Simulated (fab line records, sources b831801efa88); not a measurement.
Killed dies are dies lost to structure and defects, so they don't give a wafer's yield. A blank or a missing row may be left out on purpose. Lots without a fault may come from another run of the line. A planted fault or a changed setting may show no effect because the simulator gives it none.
fab line records | flow gf180mcu
record lots=5 wafers=15 last_day=34
route steps=602 shown MIM@505 M5@526
lots that met no fault: from a run of the same line without faults
start_h: hours from the record's first day to the start of the lot's first wafer shown | wait_h: hours since the lot's step before | " the same as in the row above | L1.1+2: a row that stands for several wafers | - no value, or no start given | * or withheld: withheld | < > ~ a bound
route shown NAME@n: a module of which the file shows steps, and the number in the route of the first | usual: mean/standard deviation of fault-free wafers | same: alike in all rows | chamber/n: place in a boat | sites: the reading at each site | _std_site: their standard deviation | _edge_site: outer sites' mean less inner sites' | radius_mm: how far each site lies from the wafer's centre | mask NAME#n: copy n | behind: the tool/chamber that last shaped the wafer | hold: why the lot was held/for how many hours/how that ended | device: the transistor (n, p or np) that didn't switch | end of line: the same wafers' tests at the end of the route | a step without rows: its recipe alone | killed: dies lost to structure and defects at the first sort, not the wafer's yield | map: a wafer's dies, x killed, . not, _ none there
set.NAME: the setting as run; set.NAME@STEP: as run at that earlier step | model.NAME: the simulator's own value behind a step, which no gauge read
lots at some steps of the route; a table a step, a row a wafer
services: from which hour (start_h, from the record's first day; less than 0 if before it) a tool's chamber was out of use, for how many hours, and why
## steps
# step GF_MIM_SPUTTER_02
# recipe material=AlCu target_thk_nm=450 power_w=10600 time_s=23.9 chamber_pressure_pa=0.4
# usual chamber_pressure_pa=0.4000/0.0009 throttle_valve_pct=29.8/1.4
# columns lot.wafer tool chamber start_h wait_h chamber_pressure_pa throttle_valve_pct
L082.3 pvd_sputter-01 - 646.56 0.0 0.4003 30.6
L082.4 " - " " 0.3996 28.0
L082.5 " - " " 0.3998 29.9
L086.2 pvd_sputter-02 - 665.50 0.0 0.4010 29.7
L086.3 " - " " 0.3997 30.7
L086.6 " - " " 0.3993 30.2
L088.3 pvd_sputter-02 - 684.41 0.0 0.3990 29.6
L088.4 " - " " 0.4003 27.5
L088.5 " - " " 0.3997 29.7
L093.2 pvd_sputter-04 - 720.46 0.0 0.4018 29.9
L093.3 " - " " 0.3999 28.8
L093.5 " - " " 0.3989 28.1
L096.2 pvd_sputter-02 - 735.02 0.0 0.3992 30.5
L096.5 " - " " 0.3997 30.0
L096.6 " - " " 0.3989 29.9
# step GF_MIM_SPUTTER_03
# recipe material=Ti target_thk_nm=10 substrate_temp_c=300 chamber_pressure_pa=0.3 power_w=3000 time_s=6.7
# usual chamber_pressure_pa=0.2999/0.00056 throttle_valve_pct=29.8/1.3
# columns lot.wafer tool chamber start_h wait_h chamber_pressure_pa throttle_valve_pct
L082.3 pvd_sputter-01 - 646.59 0.0 0.3011 30.4
L082.4 " - " " 0.2997 28.1
L082.5 " - " " 0.2989 30.1
L086.2 pvd_sputter-02 - 665.53 0.0 0.2999 30.0
L086.3 " - " " 0.2995 30.7
L086.6 " - " " 0.2999 30.1
L088.3 pvd_sputter-02 - 684.44 0.0 0.2991 29.9
L088.4 " - " " 0.2999 27.5
L088.5 " - " " 0.2997 30.0
L093.2 pvd_sputter-04 - 720.49 0.0 0.3004 30.2
L093.3 " - " " 0.2998 29.2
L093.5 " - " " 0.3004 28.2
L096.2 pvd_sputter-02 - 735.05 0.0 0.2998 30.9
L096.5 " - " " 0.2994 29.8
L096.6 " - " " 0.3000 30.3
# step GF_MIM_SPUTTER_04
# recipe material=TiN target_thk_nm=50 power_w=6500 time_s=41.7 chamber_pressure_pa=0.4
# usual chamber_pressure_pa=0.4000/0.00076 throttle_valve_pct=29.8/1.3
# columns lot.wafer tool chamber start_h wait_h chamber_pressure_pa throttle_valve_pct
L082.3 pvd_sputter-01 - 646.61 0.0 0.3990 30.4
L082.4 " - " " 0.4009 28.0
L082.5 " - " " 0.3999 30.0
L086.2 pvd_sputter-02 - 665.55 0.0 0.4006 30.1
L086.3 " - " " 0.3989 30.7
L086.6 " - " " 0.3997 30.0
L088.3 pvd_sputter-02 - 684.46 0.0 0.3989 29.7
L088.4 " - " " 0.3997 27.7
L088.5 " - " " 0.4009 29.9
L093.2 pvd_sputter-04 - 720.51 0.0 0.3999 29.9
L093.3 " - " " 0.4000 28.9
L093.5 " - " " 0.4008 28.2
L096.2 pvd_sputter-02 - 735.07 0.0 0.3998 30.8
L096.5 " - " " 0.3994 30.0
L096.6 " - " " 0.4007 29.8
# step GF_MIM_CVD_05
# recipe material=Si3N4 target_thk_nm=42 temp_max_c=400 temp_c=385 time_s=29.086 rf_w=450
# usual heater_power_w=655/76
# columns lot.wafer tool chamber start_h wait_h heater_power_w
L082.3 pecvd-04 1 646.65 0.0 693
L082.4 " 1 " " 702
L082.5 " 0 " " 549
L086.2 pecvd-04 0 665.59 0.0 532
L086.3 " 2 " " 706
L086.6 " 2 " " 694
L088.3 pecvd-03 2 684.50 0.0 726
L088.4 " 0 " " 586
L088.5 " 1 " " 669
L093.2 pecvd-04 1 720.55 0.0 718
L093.3 " 2 " " 753
L093.5 " 0 " " 609
L096.2 pecvd-03 0 735.11 0.0 534
L096.5 " 0 " " 521
L096.6 " 1 " " 623
# step GF_MIM_THK_MEAS_06
# recipe reads=Si3N4_of_MIM_CVD_05
# usual MIM_CVD_05_THK=41.9/0.72
# columns lot.wafer tool chamber start_h wait_h MIM_CVD_05_THK[nm]
L082.3 film_metro-01 - 646.70 0.0 41.1
L082.4 " - " " 41.8
L082.5 " - " " 42.1
L086.2 film_metro-01 - 665.63 0.0 41.1
L086.3 " - " " 41.7
L086.6 " - " " 41.9
L088.3 film_metro-04 - 684.55 0.0 43.1
L088.4 " - " " 42.1
L088.5 " - " " 42.0
L093.2 film_metro-01 - 720.59 0.0 41.0
L093.3 " - " " 41.5
L093.5 " - " " 42.0
L096.2 film_metro-01 - 735.15 0.0 41.4
L096.5 " - " " 42.3
L096.6 " - " " 41.4
# step GF_MIM_SPUTTER_07
# recipe material=TiN target_thk_nm=60 power_w=6500 time_s=50 chamber_pressure_pa=0.4
# usual chamber_pressure_pa=0.4000/0.00086 throttle_valve_pct=29.9/1.3
# columns lot.wafer tool chamber start_h wait_h chamber_pressure_pa throttle_valve_pct
L082.3 pvd_sputter-04 - 646.74 0.0 0.3992 30.0
L082.4 " - " " 0.4011 28.0
L082.5 " - " " 0.3988 30.0
L086.2 pvd_sputter-04 - 665.68 0.0 0.4009 31.8
L086.3 " - " " 0.4006 30.2
L086.6 " - " " 0.3999 28.2
L088.3 pvd_sputter-01 - 684.59 0.0 0.3994 30.0
L088.4 " - " " 0.4008 28.2
L088.5 " - " " 0.4003 30.0
L093.2 pvd_sputter-02 - 720.64 0.0 0.4009 30.4
L093.3 " - " " 0.4016 27.6
L093.5 " - " " 0.4017 30.1
L096.2 pvd_sputter-04 - 735.20 0.0 0.4008 28.1
L096.5 " - " " 0.3998 29.1
L096.6 " - " " 0.4010 32.1
# step GF_MIM_SPUTTER_08
# recipe material=AlCu target_thk_nm=200 power_w=10600 time_s=10.6 chamber_pressure_pa=0.4
# usual chamber_pressure_pa=0.4002/0.00081 throttle_valve_pct=29.9/1.3
# columns lot.wafer tool chamber start_h wait_h chamber_pressure_pa throttle_valve_pct
L082.3 pvd_sputter-04 - 646.78 0.0 0.4001 30.1
L082.4 " - " " 0.3990 28.1
L082.5 " - " " 0.4005 30.2
L086.2 pvd_sputter-04 - 665.72 0.0 0.4011 32.2
L086.3 " - " " 0.4009 30.1
L086.6 " - " " 0.3998 28.2
L088.3 pvd_sputter-01 - 684.64 0.0 0.4011 30.0
L088.4 " - " " 0.3997 27.9
L088.5 " - " " 0.4002 30.2
L093.2 pvd_sputter-02 - 720.69 0.0 0.3997 30.1
L093.3 " - " " 0.4004 27.5
L093.5 " - " " 0.3996 29.7
L096.2 pvd_sputter-04 - 735.24 0.0 0.4007 28.3
L096.5 " - " " 0.3998 29.2
L096.6 " - " " 0.4006 32.2
# step GF_MIM_SPUTTER_09
# recipe material=TiN target_thk_nm=35 power_w=6500 time_s=29.2 chamber_pressure_pa=0.4
# usual chamber_pressure_pa=0.4000/0.00085 throttle_valve_pct=29.9/1.3
# columns lot.wafer tool chamber start_h wait_h chamber_pressure_pa throttle_valve_pct
L082.3 pvd_sputter-04 - 646.81 0.0 0.3999 30.0
L082.4 " - " " 0.3993 28.3
L082.5 " - " " 0.4002 30.2
L086.2 pvd_sputter-04 - 665.75 0.0 0.3998 31.9
L086.3 " - " " 0.3994 30.1
L086.6 " - " " 0.4016 28.3
L088.3 pvd_sputter-01 - 684.66 0.0 0.4005 29.8
L088.4 " - " " 0.4006 28.2
L088.5 " - " " 0.4010 30.0
L093.2 pvd_sputter-02 - 720.71 0.0 0.4023 30.2
L093.3 " - " " 0.3994 27.6
L093.5 " - " " 0.4003 29.7
L096.2 pvd_sputter-04 - 735.27 0.0 0.4002 28.3
L096.5 " - " " 0.3981 29.0
L096.6 " - " " 0.3999 32.2
# step GF_MIM_RS_MEAS_10
# recipe thk_meas_gauge=four-point-probe reads=TiN_of_MIM_SPUTTER_09+AlCu_of_MIM_SPUTTER_08+TiN_of_MIM_SPUTTER_07
# usual MIM_ALCU_RS=0.1608/0.0019
# columns lot.wafer tool chamber start_h wait_h MIM_ALCU_RS[ohm/sq]
L082.3 film_metro-04 - 646.88 0.1 0.1647
L082.4 " - " " 0.1633
L082.5 " - " " 0.1655
L086.2 film_metro-04 - 665.80 0.0 0.1619
L086.3 " - " " 0.1640
L086.6 " - " " 0.1630
L088.3 film_metro-04 - 684.73 0.1 0.1642
L088.4 " - " " 0.1616
L088.5 " - " " 0.1639
L093.2 film_metro-04 - 720.76 0.0 0.1574
L093.3 " - " " 0.1609
L093.5 " - " " 0.1567
L096.2 film_metro-01 - 735.32 0.0 0.1611
L096.5 " - " " 0.1581
L096.6 " - " " 0.1596
# step GF_MIM_THK_MEAS_11
# recipe thk_meas_gauge=xrf reads=AlCu_of_MIM_SPUTTER_08
# usual MIM_ALCU_THK=195.5/2.5
# columns lot.wafer tool chamber start_h wait_h MIM_ALCU_THK[nm]
L082.3 film_metro-04 - 646.98 0.1 191.1
L082.4 " - " " 191.4
L082.5 " - " " 189.2
L086.2 film_metro-04 - 665.91 0.1 194.8
L086.3 " - " " 192.2
L086.6 " - " " 193.8
L088.3 film_metro-04 - 684.83 0.1 189.3
L088.4 " - " " 192.4
L088.5 " - " " 190.0
L093.2 film_metro-04 - 720.87 0.1 199.0
L093.3 " - " " 195.4
L093.5 " - " " 200.5
L096.2 film_metro-01 - 735.43 0.1 195.8
L096.5 " - " " 199.5
L096.6 " - " " 195.2
# step GF_MIM_DEHYDRATE_12
# recipe temp_c=200 time_s=60
# usual chill_plate_temp_C=23.01/0.11
# columns lot.wafer tool chamber start_h wait_h chill_plate_temp_C
L082.3 litho_track-03 0 656.27 9.3 23.04
L082.4 " 0 " " 23.09
L082.5 " 0 " " 23.06
L086.2 litho_track-03 0 674.84 8.9 23.12
L086.3 " 0 " " 22.77
L086.6 " 0 " " 23.00
L088.3 litho_track-04 0 693.50 8.7 22.88
L088.4 " 0 " " 22.90
L088.5 " 0 " " 22.86
L093.2 litho_track-01 0 728.84 8.0 22.83
L093.3 " 0 " " 22.84
L093.5 " 0 " " 22.96
L096.2 litho_track-03 0 743.49 8.1 22.89
L096.5 " 0 " " 22.94
L096.6 " 0 " " 22.78
# step GF_MIM_HMDS_13
# recipe prime_time_s=60 prime_temp_c=120
# usual chill_plate_temp_C=23.04/0.1 prime_temp_c=119.98/0.15
# columns lot.wafer tool chamber start_h wait_h chill_plate_temp_C prime_temp_c
L082.3 litho_track-03 0 656.42 0.1 22.84 119.98
L082.4 " 0 " " 22.90 120.24
L082.5 " 0 " " 22.83 120.09
L086.2 litho_track-03 0 674.99 0.1 23.19 119.98
L086.3 " 0 " " 23.10 120.09
L086.6 " 0 " " 22.90 120.00
L088.3 litho_track-04 0 693.65 0.1 23.08 120.02
L088.4 " 0 " " 23.11 120.06
L088.5 " 0 " " 23.14 120.20
L093.2 litho_track-01 0 728.99 0.1 22.84 119.98
L093.3 " 0 " " 23.00 119.88
L093.5 " 0 " " 23.05 119.78
L096.2 litho_track-03 0 743.64 0.1 23.03 119.81
L096.5 " 0 " " 23.12 119.95
L096.6 " 0 " " 23.13 119.85
# step GF_MIM_COAT_14
# recipe resist=NOVOLAK spin_rpm=3000 resist_thk_nm=1000
# usual chill_plate_temp_C=22.98/0.1 dispense_pressure_kPa=48/4.4
# columns lot.wafer tool chamber start_h wait_h chill_plate_temp_C dispense_pressure_kPa
L082.3 litho_track-03 0 656.57 0.1 23.05 57
L082.4 " 0 " " 23.01 57
L082.5 " 0 " " 23.06 57
L086.2 litho_track-03 0 675.14 0.1 22.92 57
L086.3 " 0 " " 22.99 57
L086.6 " 0 " " 23.06 57
L088.3 litho_track-04 0 693.80 0.1 23.01 48
L088.4 " 0 " " 22.81 48
L088.5 " 0 " " 22.85 48
L093.2 litho_track-01 0 729.14 0.1 23.02 43
L093.3 " 0 " " 22.91 43
L093.5 " 0 " " 23.03 43
L096.2 litho_track-03 0 743.79 0.1 23.05 57
L096.5 " 0 " " 23.00 57
L096.6 " 0 " " 22.90 57
# step GF_MIM_SOFTBAKE_15
# recipe temp_c=90 time_s=60 resist=NOVOLAK
# usual chill_plate_temp_C=23.00/0.11
# columns lot.wafer tool chamber start_h wait_h chill_plate_temp_C
L082.3 litho_track-03 0 656.72 0.1 22.97
L082.4 " 0 " " 22.89
L082.5 " 0 " " 22.89
L086.2 litho_track-03 0 675.29 0.1 22.99
L086.3 " 0 " " 22.99
L086.6 " 0 " " 23.15
L088.3 litho_track-04 0 693.95 0.1 23.20
L088.4 " 0 " " 22.91
L088.5 " 0 " " 23.09
L093.2 litho_track-01 0 729.29 0.1 23.00
L093.3 " 0 " " 23.11
L093.5 " 0 " " 23.02
L096.2 litho_track-03 0 743.94 0.1 22.82
L096.5 " 0 " " 22.86
L096.6 " 0 " " 22.86
# step GF_MIM_EXPOSE_16
# recipe mask_id=FuseTop target_cd_nm=2000 na=0.6 source_shape=conventional sigma_outer=0.6 dose_mj=140
# columns lot.wafer tool chamber start_h wait_h mask
L082.3+4+5 iline_stepper-01 0 - - FuseTop#0
L086.2+3+6 iline_stepper-01 0 - - FuseTop#0
L088.3+4+5 iline_stepper-01 0 - - FuseTop#0
L093.2+3+5 iline_stepper-01 0 - - FuseTop#0
L096.2+5+6 iline_stepper-01 0 - - FuseTop#0
# step GF_MIM_PEB_17
# recipe temp_c=withheld time_s=* resist=NOVOLAK
# usual chill_plate_temp_C=*
# columns lot.wafer tool chamber start_h wait_h chill_plate_temp_C
L082.3 litho_track-01 0 - - *
L082.4 " 0 " " *
L082.5 " 0 " " *
L086.2 litho_track-04 0 - - *
L086.3 " 0 " " *
L086.6 " 0 " " *
L088.3 litho_track-04 0 - - *
L088.4 " 0 " " *
L088.5 " 0 " " *
L093.2 litho_track-01 0 - - *
L093.3 " 0 " " *
L093.5 " 0 " " *
L096.2 litho_track-01 0 - - *
L096.5 " 0 " " *
L096.6 " 0 " " *
# step GF_MIM_DEVELOP_18
# recipe develop_time_s=60 dev_temp_c=23
# usual chill_plate_temp_C=22.98/0.098 developer_temp_C=22.98/0.1
# columns lot.wafer tool chamber start_h wait_h chill_plate_temp_C developer_temp_C
L082.3 litho_track-01 0 666.76 0.1 22.97 23.05
L082.4 " 0 " " 22.98 23.10
L082.5 " 0 " " 22.95 23.02
L086.2 litho_track-04 0 683.87 0.1 22.74 23.04
L086.3 " 0 " " 23.01 22.94
L086.6 " 0 " " 22.86 23.33
L088.3 litho_track-04 0 702.80 0.1 22.79 22.90
L088.4 " 0 " " 22.86 23.01
L088.5 " 0 " " 22.91 22.97
L093.2 litho_track-01 0 738.29 0.1 23.01 23.01
L093.3 " 0 " " 23.01 22.86
L093.5 " 0 " " 22.88 22.73
L096.2 litho_track-01 0 752.94 0.1 22.98 23.06
L096.5 " 0 " " 22.99 23.08
L096.6 " 0 " " 22.94 22.92
# step GF_MIM_METAL_ETCH_19
# recipe chemistry=Cl2/BCl3 mask_material=NOVOLAK stop_on=Si3N4 target_depth_nm=324.5 pressure_mtorr=8 icp_w=800 bias_w=140 Cl2_flow_sccm=80 bcl3_flow_sccm=40 time_s=54.1
# usual drypump_motor_current_A=5.92/0.26 oes_product_au=0.940/0.0064 throttle_valve_pct=28.285/0.01
# columns lot.wafer tool chamber start_h wait_h drypump_motor_current_A oes_product_au rf_hours_counter_h throttle_valve_pct
L082.3 rie_metal-03 1 666.89 0.1 5.62 0.932 - 28.295
L082.4 " 0 " " 6.29 0.933 - 28.308
L082.5 " 1 " " 5.61 0.924 - 28.290
L086.2 rie_metal-04 1 684.00 0.1 5.80 0.928 12 28.298
L086.3 " 0 " " 5.69 0.937 - 28.295
L086.6 " 0 " " 5.67 0.940 - 28.285
L088.3 rie_metal-04 1 702.92 0.1 5.80 0.933 - 28.299
L088.4 " 0 " " 5.67 0.929 - 28.295
L088.5 " 1 " " 5.76 0.931 - 28.281
L093.2 rie_metal-03 0 738.44 0.1 6.30 0.952 - 28.276
L093.3 " 0 " " 6.31 0.939 - 28.278
L093.5 " 0 " " 6.31 0.949 - 28.275
L096.2 rie_metal-03 0 753.09 0.1 6.30 0.936 - 28.297
L096.5 " 0 " " 6.29 0.941 - 28.276
L096.6 " 0 " " 6.31 0.940 - 28.281
# step GF_MIM_STRIP_20
# recipe chemistry=O2/N2 power_w=1400 pressure_mtorr=1500 platen_temp_c=250 o2_flow_sccm=3000 n2_flow_sccm=300 overash_fraction=0.5
# usual drypump_motor_current_A=6.1/0.35 heater_power_w=325/34 oes_product_au=0.690/0.005 strip_time_to_endpoint_s=11.19/0.041
# same overash_fraction=0.5
# columns lot.wafer tool chamber start_h wait_h drypump_motor_current_A heater_power_w oes_product_au rf_hours_counter_h strip_time_to_endpoint_s
L082.3 plasma_asher-02 0 666.97 0.1 5.8 313 0.692 - 11.21
L082.4 " 1 " " 6.4 285 0.691 - 11.22
L082.5 " 0 " " 5.8 301 0.697 - 11.21
L086.2 plasma_asher-02 0 684.07 0.0 5.8 311 0.695 107 11.24
L086.3 " 1 " " 6.4 275 0.693 - 11.23
L086.6 " 1 " " 6.4 286 0.699 - 11.25
L088.3 plasma_asher-03 0 703.00 0.1 6.6 286 0.689 - 11.16
L088.4 " 1 " " 5.7 371 0.690 - 11.14
L088.5 " 1 " " 5.7 364 0.688 - 11.17
L093.2 plasma_asher-04 0 738.55 0.1 5.7 354 0.694 93 11.21
L093.3 " 1 " " 6.2 322 0.695 - 11.15
L093.5 " 0 " " 5.8 356 0.688 - 11.16
L096.2 plasma_asher-04 0 753.20 0.1 5.7 351 0.687 94 11.12
L096.5 " 0 " " 5.7 363 0.688 - 11.06
L096.6 " 1 " " 6.2 328 0.687 - 11.11
# step GF_MIM_STRIP_21
# recipe chemistry=post_etch_residue_remover time_s=1200 temp_c=72.5
# columns lot.wafer tool chamber start_h wait_h
L082.3+4+5 wet_bench-01 2 667.04 0.0
L086.2+3+6 wet_bench-02 1 684.17 0.1
L088.3+4+5 wet_bench-01 3 703.07 0.0
L093.2+3+5 wet_bench-03 0 738.65 0.1
L096.2+5+6 wet_bench-01 2 753.30 0.1
# step GF_MIM_CLEAN_22
# recipe chemistry=DIW dry=n2_spin
# columns lot.wafer tool chamber start_h wait_h
L082.3+4+5 wet_bench-03 2 667.41 0.0
L086.2+3+6 wet_bench-03 0 684.51 0.0
L088.3+4+5 wet_bench-03 3 703.41 0.0
L093.2+3+5 wet_bench-01 2 739.03 0.0
L096.2+5+6 wet_bench-02 1 753.65 0.0
# step GF_M5_DEHYDRATE_00
# recipe temp_c=200 time_s=60
# usual chill_plate_temp_C=23.00/0.11
# columns lot.wafer tool chamber start_h wait_h chill_plate_temp_C
L082.3 litho_track-02 0 676.36 8.9 22.97
L082.4 " 0 " " 22.89
L082.5 " 0 " " 22.98
L086.2 litho_track-02 0 693.14 8.5 22.85
L086.3 " 0 " " 22.88
L086.6 " 0 " " 22.85
L088.3 litho_track-02 0 712.41 8.9 22.85
L088.4 " 0 " " 22.87
L088.5 " 0 " " 22.97
L093.2 litho_track-04 0 747.07 8.0 22.99
L093.3 " 0 " " 23.04
L093.5 " 0 " " 23.23
L096.2 litho_track-04 0 761.02 7.3 22.85
L096.5 " 0 " " 23.07
L096.6 " 0 " " 23.11
# step GF_M5_HMDS_01
# recipe prime_time_s=60 prime_temp_c=120
# usual chill_plate_temp_C=23.03/0.12 prime_temp_c=120.00/0.14
# columns lot.wafer tool chamber start_h wait_h chill_plate_temp_C prime_temp_c
L082.3 litho_track-02 0 676.51 0.1 22.74 119.94
L082.4 " 0 " " 22.78 120.09
L082.5 " 0 " " 22.96 119.83
L086.2 litho_track-02 0 693.29 0.1 23.08 120.11
L086.3 " 0 " " 23.07 119.81
L086.6 " 0 " " 23.05 120.00
L088.3 litho_track-02 0 712.56 0.1 22.93 120.32
L088.4 " 0 " " 22.86 119.87
L088.5 " 0 " " 23.13 120.02
L093.2 litho_track-04 0 747.22 0.1 23.28 119.73
L093.3 " 0 " " 23.21 119.84
L093.5 " 0 " " 23.30 119.75
L096.2 litho_track-04 0 761.17 0.1 22.91 119.99
L096.5 " 0 " " 22.94 119.99
L096.6 " 0 " " 22.92 119.86
# step GF_M5_COAT_02
# recipe resist=KrF spin_rpm=withheld resist_thk_nm=1000
# usual chill_plate_temp_C=23.02/0.12 dispense_pressure_kPa=48/3.3
# columns lot.wafer tool chamber start_h wait_h chill_plate_temp_C dispense_pressure_kPa
L082.3 litho_track-02 0 676.66 0.1 22.95 45
L082.4 " 0 " " 22.97 45
L082.5 " 0 " " 23.03 45
L086.2 litho_track-02 0 693.44 0.1 23.04 45
L086.3 " 0 " " 22.98 45
L086.6 " 0 " " 23.14 45
L088.3 litho_track-02 0 712.71 0.1 23.01 45
L088.4 " 0 " " 23.21 45
L088.5 " 0 " " 23.15 45
L093.2 litho_track-04 0 747.37 0.1 22.99 48
L093.3 " 0 " " 22.94 48
L093.5 " 0 " " 22.88 48
L096.2 litho_track-04 0 761.32 0.1 22.99 48
L096.5 " 0 " " 22.97 48
L096.6 " 0 " " 23.08 48
# step GF_M5_SOFTBAKE_03
# recipe temp_c=130 time_s=60 resist=KrF
# usual chill_plate_temp_C=22.98/0.12
# columns lot.wafer tool chamber start_h wait_h chill_plate_temp_C
L082.3 litho_track-02 0 676.81 0.1 22.90
L082.4 " 0 " " 22.86
L082.5 " 0 " " 23.01
L086.2 litho_track-02 0 693.59 0.1 22.94
L086.3 " 0 " " 23.11
L086.6 " 0 " " 22.99
L088.3 litho_track-02 0 712.86 0.1 22.95
L088.4 " 0 " " 23.16
L088.5 " 0 " " 23.03
L093.2 litho_track-04 0 747.52 0.1 22.79
L093.3 " 0 " " 22.94
L093.5 " 0 " " 22.98
L096.2 litho_track-04 0 761.47 0.1 22.97
L096.5 " 0 " " 22.88
L096.6 " 0 " " 22.88
# step GF_M5_EXPOSE_04
# recipe mask_id=Metal5 target_cd_nm=280 na=0.68 source_shape=conventional sigma_outer=0.6 dose_mj=28
# columns lot.wafer tool chamber start_h wait_h mask
L082.3+4+5 krf_scanner-02 0 - - Metal5#0
L086.2+3+6 krf_scanner-01 0 - - Metal5#0
L088.3+4+5 krf_scanner-02 0 - - Metal5#0
L093.2+3+5 krf_scanner-02 0 - - Metal5#0
L096.2+5+6 krf_scanner-02 0 - - Metal5#0
# step GF_M5_PEB_05
# recipe peb_temp_c=135 peb_time_s=90 resist=KrF
# usual chill_plate_temp_C=23.01/0.11
# columns lot.wafer tool chamber start_h wait_h chill_plate_temp_C
L082.3 litho_track-03 0 - - 23.02
L082.4 " 0 " " 22.88
L082.5 " 0 " " 23.03
L086.2 litho_track-02 0 - - 23.21
L086.3 " 0 " " 23.05
L086.6 " 0 " " 23.09
L088.3 litho_track-02 0 - - 23.10
L088.4 " 0 " " 23.05
L088.5 " 0 " " 22.94
L093.2 litho_track-04 0 - - 22.94
L093.3 " 0 " " 22.99
L093.5 " 0 " " 22.94
L096.2 litho_track-03 0 - - 23.03
L096.5 " 0 " " 23.20
L096.6 " 0 " " 23.06
# step GF_M5_DEVELOP_06
# recipe develop_time_s=60 dev_temp_c=21
# usual chill_plate_temp_C=22.99/0.11 developer_temp_C=21.00/0.12
# columns lot.wafer tool chamber start_h wait_h chill_plate_temp_C developer_temp_C
L082.3 litho_track-03 0 686.22 0.1 23.11 21.08
L082.4 " 0 " " 23.05 21.22
L082.5 " 0 " " 23.07 20.93
L086.2 litho_track-02 0 702.54 0.2 22.91 20.92
L086.3 " 0 " " 22.82 21.05
L086.6 " 0 " " 22.94 21.07
L088.3 litho_track-02 0 721.51 0.1 23.00 21.02
L088.4 " 0 " " 23.01 20.84
L088.5 " 0 " " 23.06 20.86
L093.2 litho_track-04 0 755.87 0.2 22.99 21.12
L093.3 " 0 " " 22.90 20.91
L093.5 " 0 " " 22.89 21.19
L096.2 litho_track-03 0 769.89 0.2 22.87 21.26
L096.5 " 0 " " 22.83 21.28
L096.6 " 0 " " 22.96 21.20
# step GF_M5_CD_MEAS_07
# recipe target_cd_nm=280
# usual cd_nm=280.1/1
# columns lot.wafer tool chamber start_h wait_h cd_nm
L082.3 cd_sem-01 - 686.36 0.1 279.5
L082.4 " - " " 280.3
L082.5 " - " " 278.3
L086.2 cd_sem-01 - 702.68 0.1 279.4
L086.3 " - " " 280.1
L086.6 " - " " 278.8
L088.3 cd_sem-02 - 721.65 0.1 279.7
L088.4 " - " " 279.2
L088.5 " - " " 280.5
L093.2 cd_sem-01 - 756.02 0.1 278.9
L093.3 " - " " 280.0
L093.5 " - " " 280.1
L096.2 cd_sem-01 - 770.15 0.2 281.7
L096.5 " - " " 279.4
L096.6 " - " " 281.6
# step GF_M5_OVL_MEAS_08
# usual M5_OVL=0/4.5
# columns lot.wafer tool chamber start_h wait_h M5_OVL[nm]
L082.3 overlay-01 - 686.45 0.1 -5
L082.4 " - " " -9
L082.5 " - " " -2
L086.2 overlay-01 - 702.79 0.1 0
L086.3 " - " " 0
L086.6 " - " " -4
L088.3 overlay-01 - 721.74 0.1 -1
L088.4 " - " " 3
L088.5 " - " " 6
L093.2 overlay-01 - 756.12 0.1 -6
L093.3 " - " " -1
L093.5 " - " " -3
L096.2 overlay-02 - 770.26 0.1 6
L096.5 " - " " 0
L096.6 " - " " 3
# step GF_M5_ETCH_09
# recipe chemistry=CF4/O2 target=Si3N4 target_depth_nm=52 source_w=800 bias_w=150 pressure_mtorr=150 cf4_flow_sccm=80 O2_flow_sccm=10 time_s=11.6
# usual drypump_motor_current_A=5.5/0.49 oes_product_au=0.998/0.0095 throttle_valve_pct=5.969/0.0093
# columns lot.wafer tool chamber start_h wait_h drypump_motor_current_A oes_product_au rf_hours_counter_h throttle_valve_pct
L082.3 rie_diel-03 0 686.47 0.0 5.5 1.009 69 5.977
L082.4 " 2 " " 5.3 1.012 - 5.996
L082.5 " 1 " " 5.5 1.009 - 5.971
L086.2 rie_diel-02 0 702.82 0.0 5.0 0.990 12 5.961
L086.3 " 1 " " 5.7 0.999 15 5.976
L086.6 " 0 " " 5.0 0.985 - 5.957
L088.3 rie_diel-02 2 721.77 0.0 5.4 1.003 45 5.956
L088.4 " 0 " " 5.0 0.992 12 5.947
L088.5 " 1 " " 5.7 1.005 - 5.959
L093.2 rie_diel-03 0 756.15 0.0 5.5 1.001 1 5.969
L093.3 " 2 " " 5.4 1.007 9 5.966
L093.5 " 3 " " 5.6 1.003 - 5.965
L096.2 rie_diel-03 2 770.29 0.0 5.4 0.993 10 5.960
L096.5 " 1 " " 5.5 0.987 - 5.968
L096.6 " 0 " " 5.4 1.006 - 5.982
# step GF_M5_METAL_ETCH_10
# recipe chemistry=Cl2/BCl3 mask_material=KrF target_depth_nm=750.8 stop_on=SiO2 pressure_mtorr=8 icp_w=800 bias_w=140 Cl2_flow_sccm=80 bcl3_flow_sccm=40 time_s=125.1
# usual drypump_motor_current_A=5.9/0.33 oes_product_au=0.994/0.0054 throttle_valve_pct=28.226/0.0083
# columns lot.wafer tool chamber start_h wait_h drypump_motor_current_A oes_product_au rf_hours_counter_h throttle_valve_pct
L082.3 rie_metal-03 0 686.54 0.1 6.3 0.991 - 28.219
L082.4 " 1 " " 5.6 0.985 - 28.229
L082.5 " 1 " " 5.6 0.994 - 28.207
L086.2 rie_metal-02 1 702.84 0.0 6.0 0.994 12 28.241
L086.3 " 0 " " 5.9 0.995 - 28.228
L086.6 " 0 " " 5.9 0.996 - 28.228
L088.3 rie_metal-02 0 721.83 0.1 5.9 0.995 - 28.215
L088.4 " 1 " " 6.0 0.996 - 28.224
L088.5 " 0 " " 5.9 0.996 - 28.225
L093.2 rie_metal-01 0 756.18 0.0 6.2 0.991 10 28.227
L093.3 " 1 " " 5.3 0.994 - 28.215
L093.5 " 0 " " 6.2 0.994 - 28.226
L096.2 rie_metal-03 1 770.31 0.0 5.6 1.001 1 28.213
L096.5 " 1 " " 5.6 0.987 - 28.226
L096.6 " 0 " " 6.3 0.988 - 28.218
## services
# columns tool chamber start_h hours kind
pecvd-03 - 627.91 0.6 repair
rie_diel-02 2 628.39 5.6 repair
rie_diel-03 3 636.18 53.2 repair
pvd_sputter-01 - 636.26 2.1 repair
rie_diel-02 - 638.53 2.8 pm
pvd_sputter-02 - 644.01 3.3 repair
rie_diel-02 - 644.70 0.5 repair
krf_scanner-02 - 671.64 4.4 pm
wet_bench-01 - 678.56 0.6 repair
rie_diel-03 2 688.10 2.7 repair
rie_metal-03 - 689.96 2.8 pm
plasma_asher-04 - 700.41 4.1 repair
krf_scanner-02 - 707.68 1.0 pm
krf_scanner-02 - 715.02 9.7 repair
rie_diel-03 - 722.21 14.6 pm
krf_scanner-02 - 724.71 4.0 pm
rie_metal-02 - 724.88 2.8 pm
iline_stepper-01 - 731.15 2.1 pm
rie_metal-02 - 732.51 0.4 repair
plasma_asher-02 - 733.75 9.0 pm
rie_diel-03 - 736.81 2.8 pm
iline_stepper-01 - 741.33 1.7 pm
plasma_asher-02 - 744.58 1.3 repair
krf_scanner-02 - 757.61 1.3 pm
## key
fault none
